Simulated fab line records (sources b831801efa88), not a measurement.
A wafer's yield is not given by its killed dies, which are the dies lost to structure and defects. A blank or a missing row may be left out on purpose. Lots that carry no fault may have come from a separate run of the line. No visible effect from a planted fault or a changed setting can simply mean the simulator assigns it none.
Problem report, 8D (eight disciplines) form, completed by code | flow gf180mcu | the parts of the form that need people (team, actions taken, sign-off) are left out

1. WHAT IS WRONG
At GF_STI_ETCH_14, rf-fwd-power-W averages 501.1 W over 9 wafers from 3 lots, while fault-free wafers read 596.4 W, standard deviation 2. That is -48 standard deviations from the usual mean.
The step: etches Si in HBr/Cl2/O2, target depth 360 nm, time 102.9 s.
Seen first at day 3 13:20 on rie-si-01, wafer L384.1. At this step, 42 wafers from 14 lots have a number in the record. The rule behind "out" and "out of limits": a value lying over 4 standard deviations away from the usual mean. Any other wafer with a number is counted as sound.

2. WHAT IT IS, AND WHAT IT ISN'T
question                    | is                     | is not
which readings at this step | rf-fwd-power-W         | drypump-motor-current-A
which lots                  | L384, L385, L388       | L377, L378, L379, L380, L382, L383, L389, L393, L395, L399, L400
which wafers of those lots  | all that have a number | -
read on which tools         | rie-si-01              | rie-si-02
when                        | from day 3 13:20       | up to then (18 sound wafers); but 15 sound wafers of L389, L393, L395, L399, L400 came after

3. SUSPECTS, AND WHAT RULES EACH OUT
Counting: a tool at a process step up to the reading stays a suspect if it ran every lot that is out and no sound lot after the first of them.
- rie-si-01 at GF_STI_ETCH_14 (etches Si in HBr/Cl2/O2, target depth 360 nm, time 102.9 s): ruled out as a lasting fault. The sound lots L399, L400 went through it after L384, its earliest lot that is out (day 3 13:20).
Left after counting: nothing in the record.

4. THE CAUSE (what the simulator had put in)
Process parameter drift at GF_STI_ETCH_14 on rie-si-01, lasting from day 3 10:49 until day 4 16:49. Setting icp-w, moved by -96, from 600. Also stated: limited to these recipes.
Counting ruled it out, wrongly.

5. THE EFFECT CHAIN, in route order
Each row: a reading where the mean over the struck wafers with a number is more than 3 standard deviations away from the usual. Only readings for which the record gives a usual standard deviation are gone through. hours: the time from each lot's start at the first step in this table that gives one to its start at this step, as a median over the lots. sigmas: the change in usual standard deviations.
hours | step           | reading        | usual      | on struck wafers | change | sigmas
0     | GF_STI_ETCH_14 | oes-product-au | 1.003 a.u. | 0.954            | -0.049 | -4.4
0     | GF_STI_ETCH_14 | rf-fwd-power-W | 596.4 W    | 501.1            | -95.3  | -48
Here are the process steps it includes:
- GF_STI_ETCH_14: etches Si in HBr/Cl2/O2, target depth 360 nm, time 102.9 s.
At these later measuring or inspecting steps, every struck wafer for which the step has a row has a number for every such reading, and none has moved that far: GF_MVSD_TW_MEAS_11, GF_CONTACT_OVL_MEAS_15.

6. HOW IT WOULD HAVE BEEN CAUGHT EARLIER
In this record no reading fell out of limits until day 3 13:20, 3 hours after the fault had begun at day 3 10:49.
